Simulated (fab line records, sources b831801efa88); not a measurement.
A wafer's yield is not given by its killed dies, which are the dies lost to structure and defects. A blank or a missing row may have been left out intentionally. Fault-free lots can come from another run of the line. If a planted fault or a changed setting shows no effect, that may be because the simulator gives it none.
Chamber matching || flow sky130 || SKY_VIA3_ETCH_14 on rie_diel-01 has 4 sister chambers
The step etches BARC in N2/H2, stops on SiO2, time 45.9 s, target depth 60 nm. 8 wafers are shown with their chamber, then 10 later ones without.

## EACH WAFER AND ITS CHAMBER
{"wafer": "L086.5", "chamber": 1, "drypump_motor_current_A (A)": 5.3, "oes_product_au (a.u.)": 0.853}
{"wafer": "L090.1", "chamber": 0, "drypump_motor_current_A (A)": 5.2, "oes_product_au (a.u.)": 0.862}
{"wafer": "L090.5", "chamber": 2, "drypump_motor_current_A (A)": 5.1, "oes_product_au (a.u.)": 0.853}
{"wafer": "L091.2", "chamber": 1, "drypump_motor_current_A (A)": 5.3, "oes_product_au (a.u.)": 0.853}
{"wafer": "L091.3", "chamber": 3, "drypump_motor_current_A (A)": 6.0, "oes_product_au (a.u.)": 0.855}
{"wafer": "L091.4", "chamber": 2, "drypump_motor_current_A (A)": 5.1, "oes_product_au (a.u.)": 0.853}
{"wafer": "L092.3", "chamber": 0, "drypump_motor_current_A (A)": 5.2, "oes_product_au (a.u.)": 0.854}
{"wafer": "L092.5", "chamber": 3, "drypump_motor_current_A (A)": 5.9, "oes_product_au (a.u.)": 0.859}

## WAFERS MISSING THEIR CHAMBER
{"wafer": "L092.6", "drypump_motor_current_A (A)": 5.1, "oes_product_au (a.u.)": 0.860}
{"wafer": "L093.3", "drypump_motor_current_A (A)": 5.2, "oes_product_au (a.u.)": 0.863}
{"wafer": "L093.4", "drypump_motor_current_A (A)": 5.2, "oes_product_au (a.u.)": 0.861}
{"wafer": "L093.5", "drypump_motor_current_A (A)": 5.2, "oes_product_au (a.u.)": 0.855}
{"wafer": "L094.1", "drypump_motor_current_A (A)": 5.2, "oes_product_au (a.u.)": 0.858}
{"wafer": "L094.2", "drypump_motor_current_A (A)": 5.1, "oes_product_au (a.u.)": 0.857}
{"wafer": "L094.4", "drypump_motor_current_A (A)": 5.2, "oes_product_au (a.u.)": 0.850}
{"wafer": "L097.1", "drypump_motor_current_A (A)": 5.2, "oes_product_au (a.u.)": 0.859}
{"wafer": "L097.2", "drypump_motor_current_A (A)": 6.0, "oes_product_au (a.u.)": 0.859}
{"wafer": "L097.4", "drypump_motor_current_A (A)": 5.2, "oes_product_au (a.u.)": 0.849}

## THE CHAMBER EACH PASSED THROUGH
{"wafer": "L092.6", "from the rows above": "can't be placed: 2 or 0", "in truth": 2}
{"wafer": "L093.3", "from the rows above": 0, "in truth": 0}
{"wafer": "L093.4", "from the rows above": 0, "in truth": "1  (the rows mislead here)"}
{"wafer": "L093.5", "from the rows above": "can't be placed: 0 or 1 or 2", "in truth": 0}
{"wafer": "L094.1", "from the rows above": 0, "in truth": 0}
{"wafer": "L094.2", "from the rows above": "can't be placed: 2 or 0", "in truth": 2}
{"wafer": "L094.4", "from the rows above": "can't be placed: 0 or 1 or 2", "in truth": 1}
{"wafer": "L097.1", "from the rows above": 0, "in truth": 0}
{"wafer": "L097.2", "from the rows above": 3, "in truth": 3}
{"wafer": "L097.4", "from the rows above": "can't be placed: 0 or 1 or 2", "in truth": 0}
Correct placement for 4 of the 10. Cannot be placed on the basis of these rows: 5; the candidates contain the true chamber in 5. 1 placed wrongly.
How it was worked out, from the rows above alone: a wafer's distance from a chamber is the root of the sum, over the readings, of the square of ((its reading less the chamber's mean) divided by the reading's scatter). The wafer belongs to the nearest chamber; if the next one is less than 2 further off, it can't be placed. A chamber's mean is the mean of its shown wafers. How the scatter is found: for the shown wafers, subtract from each reading the mean of its chamber, square and add these, divide the total by (wafers less chambers), then take the root.
